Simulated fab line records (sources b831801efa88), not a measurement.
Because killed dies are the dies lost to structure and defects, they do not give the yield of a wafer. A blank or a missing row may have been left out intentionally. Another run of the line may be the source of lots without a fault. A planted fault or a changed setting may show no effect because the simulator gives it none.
Struck lot and sound lot, side by side :: flow gf180mcu :: 15 out of 602 route steps
Sound: these wafers, L312.1, L312.2, L312.3. Struck: wafers L319.1, L319.4, L319.6. The cause is given at the end.
Per side, at each step with rows, come the tool, then ch with its chambers, and then its first start. Under that, the readings that differ: sound wafers :: struck wafers :: difference of the means :: sigmas: that difference in standard deviations of wafers without a fault.
alike: readings whose means differ by less than 2 such deviations, and words and numbers that are the same on both sides. not compared: withheld readings, readings that some wafer has no value for, bounds like >300 that may hide the same value, and numbers for which the record gives no deviation and whose values overlap.
Wherever a step has rows on one side only, a row that says differs or no value, or a row with sigmas, the two part there. Numbers that don't overlap but have no deviation are shown without sigmas and don't part them. A reading that every wafer of one side lacks parts them only if that side has two wafers or more.

first, 3 steps without rows for these wafers: GF_V4_EXPOSE_11 (exposes mask Via4, target cd 260 nm); GF_V4_PEB_12 (peb time 90 s); GF_V4_DEVELOP_13 (develop time 60 s).
GF_V4_CD_MEAS_14 targets a cd of 260 nm.
  sound on cd-sem-01 at day 25 02:47; struck on cd-sem-01 at day 27 09:49
  alike: cd-nm
GF_V4_OVL_MEAS_15:
  sound on overlay-01 at day 25 02:55; struck on overlay-02 at day 27 09:56
  alike: V4_OVL
GF_V4_ETCH_16: etches BARC in N2/H2.
  sound on rie-diel-04 ch 0,1,3, day 25 02:57; struck on rie-diel-02 ch 0,2,3, day 27 09:58
  alike: drypump-motor-current-A, oes-product-au, throttle-valve-pct
GF_V4_ETCH_17: etches SiO2 in C4F8/O2/Ar, stops on TiN, target depth 630 nm.
  sound: rie-diel-04 ch 0,1,3; struck: rie-diel-02 ch 0,2,3
  alike: oes-product-au
GF_V4_STRIP_18: strips in O2/N2.
  sound on plasma-asher-04 ch 0,1, day 25 03:05; struck on plasma-asher-03 ch 0,1, day 27 10:06
  alike: drypump-motor-current-A, heater-power-w, oes-product-au
  not compared: rf-hours-counter-h
then, 2 steps without rows for these wafers: GF_V4_STRIP_19 (strips in post etch residue remover, time 1200 s); GF_V4_CLEAN_20 (cleans in DIW).
GF_V4_SPUTTER_21: material Ti, target thk 15 nm, time 80.02 s.
  sound on pvd-sputter-03 at day 25 03:37; struck on pvd-sputter-02 at day 27 10:38
  alike: substrate-temp-c, throttle-valve-pct
GF_V4_SPUTTER_22: material TiN, target thk 10 nm, time 40 s.
  sound on pvd-sputter-03 at day 25 03:41; struck on pvd-sputter-02 at day 27 10:41
  alike: throttle-valve-pct
GF_V4_CVD_23: deposits W, target thk 350 nm, time 104.9 s.
  sound on cvd-w-01 ch 0,1, day 25 03:43; struck on cvd-w-02 ch 0,1, day 27 10:44
  no value came back on the struck wafers for chamber-pressure-Torr (Torr), heater-power-outer-w (W), heater-power-w (W); on the sound wafers chamber-pressure-Torr (Torr) reads 40.03 39.87 40.15
GF_V4_RS_MEAS_24: the measuring method here is four-point-probe.
  sound on film-metro-02 at day 25 03:50; struck on film-metro-01 at day 27 11:08
reading: V4_W_RS (ohm/sq)
sound: 0.322 0.328 0.329
struck: 44.656 44.866 45.142
difference: +44.562
sigmas: +99 or more
  not compared: hold
GF_PASSIVATION_PROBE_99:
  the record has rows for the sound wafers here (prober-01, day 29 15:55) and none for the struck ones

== WHERE THEY PART ==
At GF_V4_CVD_23 first; at GF_PASSIVATION_PROBE_99 last (within this record only).

WHY: what had been put in by the simulator
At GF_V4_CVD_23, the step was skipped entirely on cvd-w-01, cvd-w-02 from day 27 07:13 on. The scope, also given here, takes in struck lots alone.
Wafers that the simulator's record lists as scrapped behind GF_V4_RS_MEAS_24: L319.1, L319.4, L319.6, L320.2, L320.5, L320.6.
